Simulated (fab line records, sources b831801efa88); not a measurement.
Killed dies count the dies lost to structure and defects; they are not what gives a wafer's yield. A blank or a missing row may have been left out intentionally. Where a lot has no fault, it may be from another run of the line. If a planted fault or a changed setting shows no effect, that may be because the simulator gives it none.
Chamber matching | flow sky130 | SKY_METAL4_ETCH_17 on rieDiel-01 has 4 sister chambers
The step etches SiO2 in C4F8/O2/Ar, stops on TiN, time 3.9 s, target depth 15 nm. 8 wafers are shown with their chamber, then 9 later ones without.

== EACH WAFER AND ITS CHAMBER ==
wafer  | chamber | oesProductAu (a.u.)
L082.4 | 3       | 0.751
L084.2 | 3       | 0.746
L084.5 | 0       | 0.743
L085.1 | 1       | 0.756
L085.5 | 0       | 0.762
L086.2 | 2       | 0.752
L086.5 | 1       | 0.766
L086.6 | 2       | 0.760

== WAFERS MISSING THEIR CHAMBER ==
wafer  | oesProductAu (a.u.)
L088.3 | 0.762
L088.4 | 0.763
L088.5 | 0.756
L093.1 | 0.745
L093.2 | 0.753
L093.4 | 0.756
L095.3 | 0.741
L095.4 | 0.752
L095.5 | 0.745

== EACH ONE'S CHAMBER ==
wafer  | from the rows above               | in truth
L088.3 | can't be placed: 1 or 2 or 0 or 3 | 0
L088.4 | can't be placed: 1 or 2 or 0 or 3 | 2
L088.5 | can't be placed: 2 or 0 or 1 or 3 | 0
L093.1 | can't be placed: 3 or 0 or 2 or 1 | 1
L093.2 | can't be placed: 0 or 2 or 3 or 1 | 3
L093.4 | can't be placed: 2 or 0 or 1 or 3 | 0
L095.3 | can't be placed: 3 or 0 or 2 or 1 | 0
L095.4 | can't be placed: 0 or 3 or 2 or 1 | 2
L095.5 | can't be placed: 3 or 0 or 2 or 1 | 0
Placed correctly: 0 of 9. These rows do not allow placing 9 (true chamber among the candidates in 9). 0 placed wrongly.
How it was worked out, from the rows above alone: a wafer's distance from a chamber is the root of the sum, over the readings, of the square of ((its reading less the chamber's mean) divided by the reading's scatter). The wafer belongs to the nearest chamber; if the next one is less than 2 further off, it can't be placed. For every chamber, the mean is computed from those of its wafers that are shown. The scatter is the square root of a quotient: the sum, over the shown wafers, of each reading's squared deviation from its chamber's mean, divided by wafers minus chambers.
